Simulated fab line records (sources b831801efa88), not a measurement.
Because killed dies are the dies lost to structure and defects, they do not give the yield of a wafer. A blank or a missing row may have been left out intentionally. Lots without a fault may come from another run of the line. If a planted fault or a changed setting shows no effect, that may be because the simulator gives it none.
Struck lot and sound lot, side by side	flow gf180mcu	15 out of 602 route steps
Sound: the wafers L548.1, L548.2, L548.5. The struck wafers were L540.1, L540.4, L540.5. The cause is given at the end.
Per side, at each step with rows, come the tool, then ch with its chambers, and then its first start. Under that, the readings that differ: sound wafers	struck wafers	difference of the means	sigmas: that difference in standard deviations of wafers without a fault.
alike: same words and numbers on both sides, and readings whose means sit less than 2 such deviations apart. not compared: any withheld reading, any reading some wafer has no value for, any bound like >300 that may hide the same value, and any number with overlapping values for which the record gives no deviation.
The two part at a step that has a row with sigmas, a row that says differs or no value, or rows on one side only. Non-overlapping numbers with no deviation appear without sigmas and do not part them. A reading that every wafer of one side lacks parts them only if that side has two wafers or more.

GF_V2_CD_MEAS_14: the cd target is 260 nm.
  struck on cd-sem-01, day 25 10:51; sound on cd-sem-01, day 27 19:21
  alike: cd-nm
GF_V2_OVL_MEAS_15:
  struck on overlay-02, day 25 10:58; sound on overlay-02, day 27 19:28
  alike: V2_OVL
GF_V2_ETCH_16: etches BARC in N2/H2.
  sound on rie-diel-02 ch 0,2,3, day 27 19:30; struck on rie-diel-03 ch 1,3, day 25 11:00
  alike: bias-w, drypump-motor-current-A, oes-product-au, rf-fwd-power-W, throttle-valve-pct
GF_V2_ETCH_17: etches SiO2 in C4F8/O2/Ar, stops on TiN, target depth 630 nm.
  sound on rie-diel-02 ch 0,2,3; struck on rie-diel-03 ch 1,3
  alike: bias-w, oes-product-au, rf-fwd-power-W
then, 3 steps without rows for these wafers: GF_V2_STRIP_18 (strips in O2/N2); GF_V2_STRIP_19 (strips in post etch residue remover, time 1200 s); GF_V2_CLEAN_20 (cleans in DIW).
GF_V2_SPUTTER_21: material Ti, target thk 15 nm, time 80.02 s.
  struck on pvd-sputter-03, day 25 11:42; sound on pvd-sputter-02, day 27 20:10
  alike: throttle-valve-pct
GF_V2_SPUTTER_22: material TiN, target thk 10 nm, time 40 s.
  struck on pvd-sputter-03, day 25 11:46; sound on pvd-sputter-02, day 27 20:14
  alike: throttle-valve-pct
GF_V2_CVD_23: deposits W, target thk 350 nm, time 104.94 s.
  sound on cvd-w-01 ch 0,1, day 27 20:16; struck on cvd-w-02 ch 0,1, day 25 11:48
  alike: heater-power-w
GF_V2_RS_MEAS_24: a four-point-probe measurement.
  struck on film-metro-01, day 25 11:55; sound on film-metro-04, day 27 20:23
  alike: V2_W_RS
GF_V2_THK_MEAS_25: measures by xrf.
  struck on film-metro-01, day 25 12:02; sound on film-metro-04, day 27 20:30
  alike: V2_W_THK
GF_V2_CMP_26: polishes, stops on SiO2, t overpolish 15 s, target thk 0 nm.
  sound on cmp-02 ch 0,1,2, day 27 20:34; struck on cmp-01 ch 0,3, day 25 12:05
reading	sound	struck	difference	sigmas
overpolish-run-s (s)	15.003 14.999 15.003	16.810 16.804 16.808	+1.806	+99 or more
t-overpolish-s (s)	15 15 15	16.815 16.815 16.815	+1.815	
  alike: motor-current-A, time-to-endpoint-s
then, 1 step without rows for these wafers: GF_M3_SPUTTER_00 (material Ti, target thk 37.5 nm, time 150 s).
-- the record jumps here: 8 days lie between the struck wafers' starts before and after (it left off in module M3 and takes up again in module PASSIVATION, whose first step shown is number 602 of the route) --
GF_PASSIVATION_PROBE_99:
  the record has rows for the struck wafers here (prober-01, day 33 05:02) and none for the sound ones

## WHERE THEY PART
Last at GF_PASSIVATION_PROBE_99 as far as this record goes, first at GF_V2_CMP_26.

WHY: the cause the simulator had injected
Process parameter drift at GF_V2_CMP_26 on cmp-01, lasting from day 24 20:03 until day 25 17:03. From 15, the setting t-overpolish-s moved by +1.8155. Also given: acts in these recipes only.
